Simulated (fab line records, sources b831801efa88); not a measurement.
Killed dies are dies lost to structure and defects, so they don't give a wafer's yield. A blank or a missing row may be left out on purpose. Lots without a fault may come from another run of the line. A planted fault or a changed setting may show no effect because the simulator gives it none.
Which tool did it? | flow gf180mcu | 6 lots, 18 wafers sampled, at 3 steps of a route of 602

WHAT THE GAUGES READ, wafer by wafer
GF_VT_IMPLANT_RS_MEAS_46: measures by four-point-probe.
lot  | measured     | on            | MVSD_RS (ohm/sq)
L992 | day 8 01:45  | film_metro-03 | 456.6 455.4 455.4
L995 | day 9 00:23  | film_metro-01 | 455.8 456.6 455.3
L997 | day 9 14:11  | film_metro-03 | 456.4 456.8 456.7
L102 | day 11 01:02 | film_metro-04 | 481.3 482.3 481.1
L105 | day 11 23:34 | film_metro-04 | 482.3 483.1 482.0
L110 | day 13 08:49 | film_metro-04 | 458.0 457.3 457.3

WHICH TOOL RAN EACH LOT (tool, then ch and the chambers of the sampled wafers, then the start)
lot  | GF_NWELL_STRIP_10                   | GF_MVSD_IMPLANT_08
L992 | plasma_asher-03 ch 0,1, day 3 18:43 | implanter-01 ch 0, day 4 21:30
L995 | plasma_asher-02 ch 0,1, day 4 11:44 | implanter-02 ch 0, day 5 16:26
L997 | plasma_asher-02 ch 0,1, day 4 23:16 | implanter-01 ch 0, day 6 05:01
L102 | plasma_asher-03 ch 0,1, day 6 02:07 | implanter-01 ch 0, day 7 08:50
L105 | plasma_asher-04 ch 0,1, day 6 20:55 | implanter-01 ch 0, day 8 05:07
L110 | plasma_asher-02 ch 0,1, day 7 23:07 | implanter-03 ch 0, day 9 09:23
- GF_NWELL_STRIP_10: strips in O2/N2.
- GF_MVSD_IMPLANT_08

THE ANSWER, worked out from the rows above alone
Rule: what is usual is taken from the lots themselves. Put in order of their means at a reading, lots are off if they are a third of the lots or fewer, leave a main group of 4 or more, and stand apart from it by a gap of 3 or more times the standard deviation of the main group's means; of several such gaps the widest counts. A main group whose means are all the same, to the digits that the tables above print for the reading, isn't used. A lot without any number at a reading at which 4 lots or more have one is off too. The other lots that the step has rows for count as sound.
Off: L102, L105, at GF_VT_IMPLANT_RS_MEAS_46 (MVSD_RS). The main group: mean 456.5 ohm/sq, standard deviation 0.69.
A tool fits if, at a process step before that reading, it ran every lot that is off, and no sound lot after the first of them. The gauges at GF_VT_IMPLANT_RS_MEAS_46 are tried like those tools. One fits: implanter-01 at GF_MVSD_IMPLANT_08. Its last sound lot is L997 (day 6 05:01), its first lot that is off L102 (day 7 08:50): a fault that began between those two fits.

WHAT THE SIMULATOR HAD PUT IN
Process parameter drift: implanter-01, from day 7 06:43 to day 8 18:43, at GF_MVSD_IMPLANT_08. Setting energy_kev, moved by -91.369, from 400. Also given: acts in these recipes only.
Lots struck among those shown: L102, L105. The rule above found the same.
